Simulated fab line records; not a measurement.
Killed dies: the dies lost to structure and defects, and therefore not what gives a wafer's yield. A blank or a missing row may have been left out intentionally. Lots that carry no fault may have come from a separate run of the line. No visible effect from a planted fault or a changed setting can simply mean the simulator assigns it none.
2 desks looking at one fault ; flow gf180mcu ; each desk has only its own numbers; what lay behind them comes last

TOOL OWNER'S DESK, cvd_w-01
The tool's own readings at GF_CONTACT_CVD_24 (deposits W, target thk 300 nm, time 90.339 s): means of the sampled wafers that have a number, for each lot that ran on this tool. Any lot whose mean is over 4 standard deviations away from the usual mean is out of limits and marked OUT; that distance is given in the brackets.
Columns: A = heater_power_w at GF_CONTACT_CVD_24, usual 827 W
lot;first seen here;A
L374;day 16 09:58;808
L375;day 16 15:22;807
L377;day 17 02:52;771
L380;day 18 21:23;714
L383;day 20 02:56;767
L384;day 20 15:43;753
L391;day 22 21:26;754
L392;day 23 05:32;767
This desk's finding: nothing out of limits on any of the 8 lots.

THE METROLOGY DESK
What the gauges read for every lot (on any tool): the sampled wafers with a number, averaged. Any lot whose mean is over 4 standard deviations away from the usual mean is out of limits and marked OUT; that distance is given in the brackets.
Columns: A = SALICIDE_TIN_RS at GF_SALICIDE_RS_MEAS_04, usual 16.57 ohm/sq; B = CONTACT_W_RS at GF_CONTACT_RS_MEAS_25, usual 0.382 ohm/sq; C = CONTACT_W_THK at GF_CONTACT_THK_MEAS_26, usual 307 nm; D = M1_ALCU_THK at GF_M1_THK_MEAS_06, usual 450 nm
lot;first seen here;A;B;C;D
L373;day 15 06:23;16.30;0.387;297;450
L374;day 15 09:58;16.66;0.384;311;456
L375;day 15 15:13;16.79;0.384;301;443
L376;day 15 23:49;16.56;0.381;304;454
L377;day 16 02:37;16.00;0.381;304;453
L378;day 16 19:28;16.11;0.384;306;443
L380;day 17 19:38;16.35;0.383;312;458
L382;day 18 13:18;16.91;0.374;317;444
L383;day 19 00:39;16.81;0.385;304;454
L384;day 19 13:32;16.65;0.385;302;446
L391;day 21 20:37;16.82;0.336 (-9.7) OUT;346 (+6.3) OUT;452
L392;day 22 04:47;16.53;0.339 (-8.9) OUT;349 (+6.7) OUT;459
L395;day 23 01:03;16.73;0.378;312;443
This desk reports L391, L392 out of limits; the earliest was L391 at day 22 21:32 (CONTACT_W_RS at GF_CONTACT_RS_MEAS_25). In limits: L373, L374, L375, L376, L377, L378, L380, L382, L383, L384, L395.

ALL TOGETHER
At day 22 21:32 the metrology desk could have sounded an alarm, on L391, L392.
The desk of the tool owner found nothing out of limits.
Tool owner's desk: L391, L392 on record, inside its limits.
On cvd_w-01, each named lot ran GF_CONTACT_CVD_24.

WHAT HAD BEEN PUT IN BY THE SIMULATOR
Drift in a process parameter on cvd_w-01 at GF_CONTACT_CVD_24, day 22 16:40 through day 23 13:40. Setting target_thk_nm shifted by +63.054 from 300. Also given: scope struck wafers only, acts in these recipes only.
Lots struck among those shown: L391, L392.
Hours from the fault's start to each desk's first reading out of limits: the metrology desk, 5.
